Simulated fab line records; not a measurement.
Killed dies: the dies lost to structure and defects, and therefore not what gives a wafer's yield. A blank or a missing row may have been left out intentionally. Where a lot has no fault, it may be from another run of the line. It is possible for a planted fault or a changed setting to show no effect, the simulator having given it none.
fab line records | flow sky130
[record] lots = 11 | wafers = 33 | lastDay = 50
route steps=708 shown LDD_HVP@287 LDD_LDN@296 SD_N@344 LOCAL_INTERCONNECT@388
lots that met no fault: taken from a fault-free run of the same line
startH: start of the lot's first displayed wafer, in hours after the record's first day | waitH: hours since the lot's step before | " unchanged from the row above | L1.1+2: several wafers, shown together as one row | - either no value or no given start | * or withheld: withheld | < > ~ a bound
route shown NAME@n: a module of which the file shows steps, and the number in the route of the first | usual: mean and standard deviation over wafers with no fault | same: alike in all rows | chamber/n: place in a boat | sites: per-site readings | _std_site: standard deviation of those values | _edge_site: the outer-site mean with the inner-site mean subtracted | radiusMm: how far each site lies from the wafer's centre | mask NAME#n: copy n | behind: the last tool/chamber to shape the wafer | hold: why the lot went on hold/how many hours it stayed there/how the hold came to an end | device: the n, p or np transistor that did not switch | end of line: at the end of the route, the tests of the same wafers | a step given without rows: its recipe and nothing more | killed: count of dies lost to structure and defects at first sort (not the wafer's yield) | map: per-die view of a wafer (x killed, . not killed, _ where there is no die)
set.NAME: the setting the step ran with; set.NAME@STEP: the setting that earlier step ran with | model.NAME: the simulator's own value behind a step, which no gauge read
route steps across a sampled set of lots; one table per step, one row per wafer
services: the hour from which a tool's chamber was out of use, counted from the record's first day as startH (under 0 if before that day), plus the number of hours and why
[[steps]]
[step SKY_LDD_HVP_STRIP_09]
[recipe] chemistry = O2/N2 | powerW = 1400 | pressureMtorr = 1500 | platenTempC = withheld | o2FlowSccm = 3000 | n2FlowSccm = 300 | overashFraction = 0.5
[usual] drypumpMotorCurrentA = 5.9/0.47 | oesProductAu = 0.409/0.0044 | stripTimeToEndpointS = 4.136/0.016
[same] overashFraction = 0.5
lot.wafer | tool           | chamber | startH | waitH | drypumpMotorCurrentA | oesProductAu | rfHoursCounterH | stripTimeToEndpointS
L181.2    | plasmaAsher-01 | 1       | 528.64 | 0.1   | 5.7                  | 0.409        | 40              | 4.113
L181.3    | "              | 1       | "      | "     | 5.7                  | 0.408        | -               | 4.144
L181.4    | "              | 0       | "      | "     | 5.2                  | 0.402        | -               | 4.118
L183.2    | plasmaAsher-03 | 1       | 545.53 | 0.1   | 6.5                  | 0.409        | 72              | 4.118
L183.3    | "              | 1       | "      | "     | 6.5                  | 0.413        | -               | 4.127
L183.4    | "              | 0       | "      | "     | 6.3                  | 0.406        | -               | 4.140
L184.1    | plasmaAsher-03 | 1       | 553.20 | 0.1   | 6.5                  | 0.407        | 73              | 4.143
L184.2    | "              | 0       | "      | "     | 6.3                  | 0.412        | 73              | 4.142
L184.3    | "              | 0       | "      | "     | 6.3                  | 0.404        | -               | 4.138
L186.1    | plasmaAsher-03 | 0       | 570.60 | 0.1   | 6.3                  | 0.405        | 74              | 4.105
L186.2    | "              | 1       | "      | "     | 6.5                  | 0.408        | 74              | 4.131
L186.5    | "              | 0       | "      | "     | 6.3                  | 0.411        | -               | 4.119
L187.1    | plasmaAsher-01 | 1       | 581.25 | 0.1   | 5.7                  | 0.400        | 45              | 4.137
L187.4    | "              | 0       | "      | "     | 5.2                  | 0.405        | -               | 4.145
L187.5    | "              | 1       | "      | "     | 5.7                  | 0.404        | -               | 4.146
L188.3    | plasmaAsher-03 | 0       | 591.48 | 0.1   | 6.3                  | 0.411        | -               | 4.138
L188.4    | "              | 1       | "      | "     | 6.5                  | 0.404        | -               | 4.139
L188.5    | "              | 1       | "      | "     | 6.4                  | 0.407        | -               | 4.136
L189.2    | plasmaAsher-01 | 0       | 595.05 | 0.1   | 5.2                  | 0.417        | 47              | 4.132
L189.3    | "              | 0       | "      | "     | 5.1                  | 0.407        | -               | 4.146
L189.5    | "              | 1       | "      | "     | 5.7                  | 0.413        | -               | 4.142
L190.1    | plasmaAsher-01 | 1       | 599.65 | 0.1   | 5.7                  | 0.408        | 47              | 4.129
L190.4    | "              | 1       | "      | "     | 5.6                  | 0.404        | -               | 4.151
L190.6    | "              | 1       | "      | "     | 5.7                  | 0.409        | -               | 4.122
L196.1    | plasmaAsher-01 | 1       | 653.09 | 0.1   | 5.7                  | 0.404        | 52              | 4.128
L196.3    | "              | 0       | "      | "     | 5.2                  | 0.413        | -               | 4.144
L196.6    | "              | 0       | "      | "     | 5.2                  | 0.404        | -               | 4.127
L198.1    | plasmaAsher-03 | 1       | 665.39 | 0.1   | 6.5                  | 0.416        | 84              | 4.141
L198.2    | "              | 0       | "      | "     | 6.3                  | 0.412        | 84              | 4.126
L198.4    | "              | 0       | "      | "     | 6.3                  | 0.414        | -               | 4.116
L199.2    | plasmaAsher-02 | 1       | 678.33 | 0.1   | 6.1                  | 0.408        | 24              | 4.162
L199.3    | "              | 0       | "      | "     | 5.7                  | 0.411        | -               | 4.141
L199.6    | "              | 0       | "      | "     | 5.7                  | 0.423        | -               | 4.154
[step SKY_LDD_LDN_OVL_MEAS_07]
[usual] LDD_LDN_OVL = -1.2/1.4
lot.wafer | tool       | chamber | startH | waitH | LDD_LDN_OVL[nm]
L181.2    | overlay-02 | -       | 558.10 | 0.1   | 1.9
L181.3    | "          | -       | "      | "     | 1.1
L181.4    | "          | -       | "      | "     | 1.1
L183.2    | overlay-01 | -       | 575.92 | 0.1   | -1.0
L183.3    | "          | -       | "      | "     | -1.4
L183.4    | "          | -       | "      | "     | -0.7
L184.1    | overlay-02 | -       | 583.82 | 0.1   | -2.2
L184.2    | "          | -       | "      | "     | -1.2
L184.3    | "          | -       | "      | "     | -3.4
L186.1    | overlay-01 | -       | 600.54 | 0.1   | -1.3
L186.2    | "          | -       | "      | "     | -2.1
L186.5    | "          | -       | "      | "     | -2.6
L187.1    | overlay-01 | -       | 610.57 | 0.1   | -2.2
L187.4    | "          | -       | "      | "     | -2.7
L187.5    | "          | -       | "      | "     | -1.1
L188.3    | overlay-01 | -       | 620.47 | 0.1   | -2.1
L188.4    | "          | -       | "      | "     | -0.7
L188.5    | "          | -       | "      | "     | -1.1
L189.2    | overlay-01 | -       | 624.90 | 0.1   | -2.6
L189.3    | "          | -       | "      | "     | -1.4
L189.5    | "          | -       | "      | "     | -2.8
L190.1    | overlay-01 | -       | 629.54 | 0.1   | -2.5
L190.4    | "          | -       | "      | "     | -0.2
L190.6    | "          | -       | "      | "     | -0.5
L196.1    | overlay-01 | -       | 681.39 | 0.1   | -4.6
L196.3    | "          | -       | "      | "     | -4.5
L196.6    | "          | -       | "      | "     | -5.3
L198.1    | overlay-01 | -       | 693.62 | 0.1   | -2.4
L198.2    | "          | -       | "      | "     | -3.3
L198.4    | "          | -       | "      | "     | -3.4
L199.2    | overlay-01 | -       | 706.15 | 0.1   | 0.1
L199.3    | "          | -       | "      | "     | -1.1
L199.6    | "          | -       | "      | "     | -0.8
[step SKY_SD_N_COAT_02]
[recipe] resist = NOVOLAK | spinRpm = 3000 | resistThkNm = 1140
[usual] dispensePressureKPa = 49/3.8
lot.wafer | tool          | chamber | startH | waitH | dispensePressureKPa
L181.2    | lithoTrack-01 | 0       | 663.77 | 0.1   | 46
L181.3    | "             | 0       | "      | "     | 45
L181.4    | "             | 0       | "      | "     | 45
L183.2    | lithoTrack-03 | 0       | 681.34 | 0.1   | 54
L183.3    | "             | 0       | "      | "     | 54
L183.4    | "             | 0       | "      | "     | 54
L184.1    | lithoTrack-01 | 0       | 687.74 | 0.1   | 46
L184.2    | "             | 0       | "      | "     | 46
L184.3    | "             | 0       | "      | "     | 46
L186.1    | lithoTrack-04 | 0       | 702.97 | 0.1   | 52
L186.2    | "             | 0       | "      | "     | 52
L186.5    | "             | 0       | "      | "     | 52
L187.1    | lithoTrack-01 | 0       | 712.34 | 0.1   | 46
L187.4    | "             | 0       | "      | "     | 45
L187.5    | "             | 0       | "      | "     | 46
L188.3    | lithoTrack-01 | 0       | 723.44 | 0.1   | 46
L188.4    | "             | 0       | "      | "     | 45
L188.5    | "             | 0       | "      | "     | 45
L189.2    | lithoTrack-03 | 0       | 727.89 | 0.1   | 54
L189.3    | "             | 0       | "      | "     | 54
L189.5    | "             | 0       | "      | "     | 54
L190.1    | lithoTrack-01 | 0       | 730.89 | 0.1   | 46
L190.4    | "             | 0       | "      | "     | 45
L190.6    | "             | 0       | "      | "     | 46
L196.1    | lithoTrack-04 | 0       | 779.67 | 0.1   | 51
L196.3    | "             | 0       | "      | "     | 51
L196.6    | "             | 0       | "      | "     | 51
L198.1    | lithoTrack-01 | 0       | 792.09 | 0.1   | 45
L198.2    | "             | 0       | "      | "     | 45
L198.4    | "             | 0       | "      | "     | 45
L199.2    | lithoTrack-01 | 0       | 803.62 | 0.1   | 45
L199.3    | "             | 0       | "      | "     | 45
L199.6    | "             | 0       | "      | "     | 45
[step SKY_SD_N_CD_MEAS_07]
[recipe] targetCdNm = 380
[usual] cdNm = 379.8/2.4
lot.wafer | tool     | chamber | startH | waitH | cdNm
L181.2    | cdSem-02 | -       | 677.86 | 0.1   | 384.3
L181.3    | "        | -       | "      | "     | 381.8
L181.4    | "        | -       | "      | "     | 383.6
L183.2    | cdSem-02 | -       | 695.64 | 0.1   | 377.7
L183.3    | "        | -       | "      | "     | 376.3
L183.4    | "        | -       | "      | "     | 376.9
L184.1    | cdSem-01 | -       | 702.07 | 0.1   | 377.6
L184.2    | "        | -       | "      | "     | 376.4
L184.3    | "        | -       | "      | "     | 377.7
L186.1    | cdSem-01 | -       | 717.07 | 0.1   | 374.6
L186.2    | "        | -       | "      | "     | 375.6
L186.5    | "        | -       | "      | "     | 374.6
L187.1    | cdSem-01 | -       | 726.87 | 0.1   | 376.5
L187.4    | "        | -       | "      | "     | 377.6
L187.5    | "        | -       | "      | "     | 378.1
L188.3    | cdSem-01 | -       | 737.12 | 0.2   | 381.1
L188.4    | "        | -       | "      | "     | 378.9
L188.5    | "        | -       | "      | "     | 377.7
L189.2    | cdSem-02 | -       | 741.29 | 0.1   | 380.3
L189.3    | "        | -       | "      | "     | 379.2
L189.5    | "        | -       | "      | "     | 378.6
L190.1    | cdSem-01 | -       | 744.62 | 0.1   | 381.0
L190.4    | "        | -       | "      | "     | 378.5
L190.6    | "        | -       | "      | "     | 380.6
L196.1    | cdSem-01 | -       | 793.29 | 0.1   | 381.0
L196.3    | "        | -       | "      | "     | 381.3
L196.6    | "        | -       | "      | "     | 381.9
L198.1    | cdSem-01 | -       | 804.84 | 0.1   | 379.4
L198.2    | "        | -       | "      | "     | 440.3
L198.4    | "        | -       | "      | "     | 381.1
L199.2    | cdSem-02 | -       | 817.09 | 0.1   | 440.1
L199.3    | "        | -       | "      | "     | 376.4
L199.6    | "        | -       | "      | "     | 378.7
[step SKY_SD_N_STRIP_11]
[recipe] chemistry = O2/N2 | powerW = 1400 | pressureMtorr = 1500 | platenTempC = withheld | o2FlowSccm = 3000 | n2FlowSccm = 300 | overashFraction = 0.5
[usual] drypumpMotorCurrentA = 5.9/0.53 | oesProductAu = 0.528/0.0046 | stripTimeToEndpointS = 22.57/0.046
[same] overashFraction = 0.5
lot.wafer | tool           | chamber | startH | waitH | drypumpMotorCurrentA | oesProductAu | rfHoursCounterH | stripTimeToEndpointS
L181.2    | plasmaAsher-03 | 0       | 678.30 | 0.1   | 6.3                  | 0.529        | 85              | 22.57
L181.3    | "              | 0       | "      | "     | 6.3                  | 0.530        | -               | 22.57
L181.4    | "              | 1       | "      | "     | 6.5                  | 0.534        | -               | 22.55
L183.2    | plasmaAsher-01 | 0       | 696.08 | 0.1   | 5.1                  | 0.522        | 57              | 22.59
L183.3    | "              | 1       | "      | "     | 5.6                  | 0.522        | -               | 22.63
L183.4    | "              | 0       | "      | "     | 5.1                  | 0.524        | -               | 22.57
L184.1    | plasmaAsher-01 | 0       | 702.53 | 0.1   | 5.2                  | 0.528        | 58              | 22.64
L184.2    | "              | 1       | "      | "     | 5.7                  | 0.533        | 58              | 22.59
L184.3    | "              | 0       | "      | "     | 5.2                  | 0.533        | -               | 22.60
L186.1    | plasmaAsher-01 | 1       | 717.53 | 0.1   | 5.7                  | 0.530        | 60              | 22.65
L186.2    | "              | 0       | "      | "     | 5.2                  | 0.530        | 60              | 22.63
L186.5    | "              | 1       | "      | "     | 5.7                  | 0.542        | -               | 22.66
L187.1    | plasmaAsher-03 | 1       | 727.33 | 0.1   | 6.5                  | 0.529        | 91              | 22.56
L187.4    | "              | 1       | "      | "     | 6.5                  | 0.523        | -               | 22.56
L187.5    | "              | 1       | "      | "     | 6.5                  | 0.529        | -               | 22.57
L188.3    | plasmaAsher-03 | 1       | 737.57 | 0.1   | 6.5                  | 0.523        | -               | 22.58
L188.4    | "              | 0       | "      | "     | 6.3                  | 0.523        | -               | 22.59
L188.5    | "              | 0       | "      | "     | 6.3                  | 0.524        | -               | 22.61
L189.2    | plasmaAsher-01 | 1       | 741.73 | 0.1   | 5.7                  | 0.518        | 62              | 22.60
L189.3    | "              | 0       | "      | "     | 5.2                  | 0.530        | -               | 22.58
L189.5    | "              | 1       | "      | "     | 5.7                  | 0.523        | -               | 22.64
L190.1    | plasmaAsher-03 | 0       | 745.08 | 0.1   | 6.2                  | 0.518        | 93              | 22.55
L190.4    | "              | 1       | "      | "     | 6.5                  | 0.518        | -               | 22.53
L190.6    | "              | 0       | "      | "     | 6.3                  | 0.531        | -               | 22.52
L196.1    | plasmaAsher-01 | 0       | 793.75 | 0.1   | 5.2                  | 0.526        | 67              | 22.63
L196.3    | "              | 1       | "      | "     | 5.7                  | 0.523        | -               | 22.62
L196.6    | "              | 0       | "      | "     | 5.2                  | 0.522        | -               | 22.62
L198.1    | plasmaAsher-04 | 1       | 805.30 | 0.1   | 5.2                  | 0.535        | 5               | 22.60
L198.2    | "              | 0       | "      | "     | 6.3                  | 0.461        | 5               | 16.98
L198.4    | "              | 1       | "      | "     | 5.2                  | 0.530        | -               | 22.56
L199.2    | plasmaAsher-01 | 0       | 817.53 | 0.1   | 5.2                  | 0.464        | 70              | 16.99
L199.3    | "              | 0       | "      | "     | 5.2                  | 0.530        | -               | 22.65
L199.6    | "              | 0       | "      | "     | 5.2                  | 0.527        | -               | 22.64
[step SKY_LOCAL_INTERCONNECT_RS_MEAS_01]
[recipe] thkMeasGauge = four-point-probe | reads = TiN_of_LOCAL_INTERCONNECT_SPUTTER_00
[usual] LOCAL_INTERCONNECT_TIN_RS = 14.15/0.21
lot.wafer | tool         | chamber | startH | waitH | LOCAL_INTERCONNECT_TIN_RS[ohm/sq]
L181.2    | filmMetro-03 | -       | 709.18 | 0.1   | 14.25
L181.3    | "            | -       | "      | "     | 14.08
L181.4    | "            | -       | "      | "     | 14.03
L183.2    | filmMetro-03 | -       | 726.70 | 0.1   | 14.17
L183.3    | "            | -       | "      | "     | 14.02
L183.4    | "            | -       | "      | "     | 14.05
L184.1    | filmMetro-03 | -       | 733.19 | 0.0   | 14.47
L184.2    | "            | -       | "      | "     | 14.34
L184.3    | "            | -       | "      | "     | 14.43
L186.1    | filmMetro-01 | -       | 747.61 | 0.0   | 14.11
L186.2    | "            | -       | "      | "     | 13.80
L186.5    | "            | -       | "      | "     | 14.05
L187.1    | filmMetro-01 | -       | 757.36 | 0.0   | 13.82
L187.4    | "            | -       | "      | "     | 14.01
L187.5    | "            | -       | "      | "     | 13.87
L188.3    | filmMetro-04 | -       | 767.78 | 0.1   | 14.33
L188.4    | "            | -       | "      | "     | 14.12
L188.5    | "            | -       | "      | "     | 14.46
L189.2    | filmMetro-04 | -       | 772.28 | 0.1   | 13.97
L189.3    | "            | -       | "      | "     | 14.27
L189.5    | "            | -       | "      | "     | 14.17
L190.1    | filmMetro-03 | -       | 774.82 | 0.0   | 13.78
L190.4    | "            | -       | "      | "     | 14.04
L190.6    | "            | -       | "      | "     | 13.97
L196.1    | filmMetro-04 | -       | 822.75 | 0.0   | 14.14
L196.3    | "            | -       | "      | "     | 14.16
L196.6    | "            | -       | "      | "     | 13.85
L198.1    | filmMetro-04 | -       | 833.78 | 0.0   | 14.27
L198.2    | "            | -       | "      | "     | 14.28
L198.4    | "            | -       | "      | "     | 14.30
L199.2    | filmMetro-03 | -       | 846.46 | 0.1   | 14.34
L199.3    | "            | -       | "      | "     | 14.22
L199.6    | "            | -       | "      | "     | 14.43
[[services]]
tool           | chamber | startH | hours | kind
plasmaAsher-01 | -       | 509.19 | 3.7   | repair
lithoTrack-03  | -       | 544.83 | -     | consumableReplace:filter
plasmaAsher-01 | -       | 545.84 | 2.5   | repair
plasmaAsher-01 | -       | 622.72 | 1.8   | repair
plasmaAsher-04 | -       | 659.00 | 1.8   | repair
lithoTrack-04  | -       | 677.50 | -     | consumableReplace:filter
plasmaAsher-04 | -       | 683.71 | 37.8  | repair
plasmaAsher-04 | -       | 733.75 | 9.0   | pm
plasmaAsher-04 | 0       | 733.75 | 9.0   | ventCycle
plasmaAsher-04 | 1       | 733.75 | 9.0   | ventCycle
plasmaAsher-04 | 0       | 742.75 | -     | clean
plasmaAsher-04 | 1       | 742.75 | -     | clean
plasmaAsher-01 | -       | 755.24 | 1.5   | repair
plasmaAsher-03 | -       | 766.98 | 2.8   | pm
plasmaAsher-04 | -       | 767.32 | 0.8   | repair
plasmaAsher-04 | -       | 777.62 | 2.9   | repair
[[key]]
[firstSign] step = SKY_SD_N_CD_MEAS_07 | reading = cdNm | direction = up | sigmas = 25 | usual = 379.8 | struck = 440.2
[effect] step = SKY_SD_N_STRIP_11 | reading = stripTimeToEndpointS | direction = down | sigmas = 99+ | usual = * | struck = *
metAt SKY_SD_N_COAT_02
struckLots L198,L199
struckWafers L198.2,L199.2
testerLeftOut L198,L199
notActingAt SKY_LDD_HVP_STRIP_09,SKY_LDD_LDN_OVL_MEAS_07,SKY_LOCAL_INTERCONNECT_RS_MEAS_01
onsetBetween 730.89 792.09
[fault] kind = processParameterDrift | tool = lithoTrack-01 | chamber = - | onsetH = 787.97 | steps = SKY_SD_N_COAT_02 | channel = resistThkNm | offset = -492.95 | shape = step | endH = 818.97 | scope = struckWafersOnly | actsIn = theseRecipesOnly | stated = 1140
// testerLeftOut: of these lots the tester's yield and bins aren't shown, on N5 and GAA mostly nor the transistor test; their killed dies are dies lost to structure and defects alone, not to doping, threshold or leakage, so they don't give the yield
